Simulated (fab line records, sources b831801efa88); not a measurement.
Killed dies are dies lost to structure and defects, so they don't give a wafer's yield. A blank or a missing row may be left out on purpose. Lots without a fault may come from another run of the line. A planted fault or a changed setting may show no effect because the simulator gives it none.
One fault seen from 2 desks | flow gf180mcu | each desk has only its own numbers; what lay behind them comes last

THE TOOL OWNER'S DESK: rie_diel-04
The tool's own readings at GF_PASSIVATION_ETCH_11 (etches the open film in CF4/O2, stops on TiN, target depth 1800 nm, time 400 s): means of the sampled wafers that have a number, for each lot that ran on this tool. A lot is out of limits, marked OUT, if its mean lies more than 4 standard deviations from the usual mean; the brackets give that distance.
Columns: A = drypump_motor_current_A at GF_PASSIVATION_ETCH_11, usual 5.6 A; B = oes_product_au at GF_PASSIVATION_ETCH_11, usual 0.965 a.u.; C = throttle_valve_pct at GF_PASSIVATION_ETCH_11, usual 5.961 %
lot  | first seen here | A   | B     | C
L346 | day 29 14:55    | 5.4 | 0.958 | 5.961
L347 | day 29 18:44    | 5.7 | 0.970 | 5.964
L348 | day 30 06:58    | 5.3 | 0.963 | 5.961
L350 | day 30 15:39    | 5.3 | 0.970 | 5.960
L351 | day 31 07:33    | 5.3 | 0.967 | 5.967
L353 | day 31 12:26    | 5.8 | 0.965 | 5.969
L358 | day 33 00:09    | 5.0 | 0.967 | 5.966
L359 | day 33 06:08    | 5.4 | 0.961 | 5.953
This desk's finding: nothing out of limits on any of the 8 lots.

THE METROLOGY DESK
What the gauges read, lot by lot, whatever tool the lot ran on: means of the sampled wafers that have a number. A lot is out of limits, marked OUT, if its mean lies more than 4 standard deviations from the usual mean; the brackets give that distance.
Columns: A = cd_nm at GF_TOP_METAL_CD_MEAS_14, usual 440.9 nm; B = TOP_METAL_OVL at GF_TOP_METAL_OVL_MEAS_15, usual -0.1 nm; C = PASSIVATION_BOW at GF_PASSIVATION_BOW_MEAS_14, usual 136 um
lot  | first seen here | A     | B    | C
L346 | day 28 18:46    | 439.2 | -0.1 | 149
L347 | day 28 22:29    | 442.8 | -0.9 | 157
L348 | day 29 10:50    | 442.0 | -0.6 | 127
L350 | day 29 19:37    | 440.4 | -0.2 | 140
L351 | day 30 12:55    | 438.6 | 0.9  | 135
L352 | day 30 13:54    | 444.5 | -0.3 | 129
L353 | day 30 17:11    | 440.9 | -1.0 | 146
L356 | day 31 16:16    | 438.9 | -1.6 | 127
L358 | day 32 08:05    | 442.6 | -0.6 | 128
L359 | day 32 12:53    | 442.6 | -0.6 | 134
L361 | day 33 00:48    | 439.7 | 1.0  | 145
L363 | day 33 08:01    | 442.2 | -1.1 | 151
L365 | day 33 21:25    | 438.3 | 0.6  | 144
L367 | day 34 07:26    | 439.4 | 0.9  | 127
This desk's finding: nothing out of limits on any of the 14 lots.

PUT TOGETHER
The tool owner's desk saw nothing out of limits.
The metrology desk saw nothing out of limits.

WHAT THE SIMULATOR HAD PUT IN
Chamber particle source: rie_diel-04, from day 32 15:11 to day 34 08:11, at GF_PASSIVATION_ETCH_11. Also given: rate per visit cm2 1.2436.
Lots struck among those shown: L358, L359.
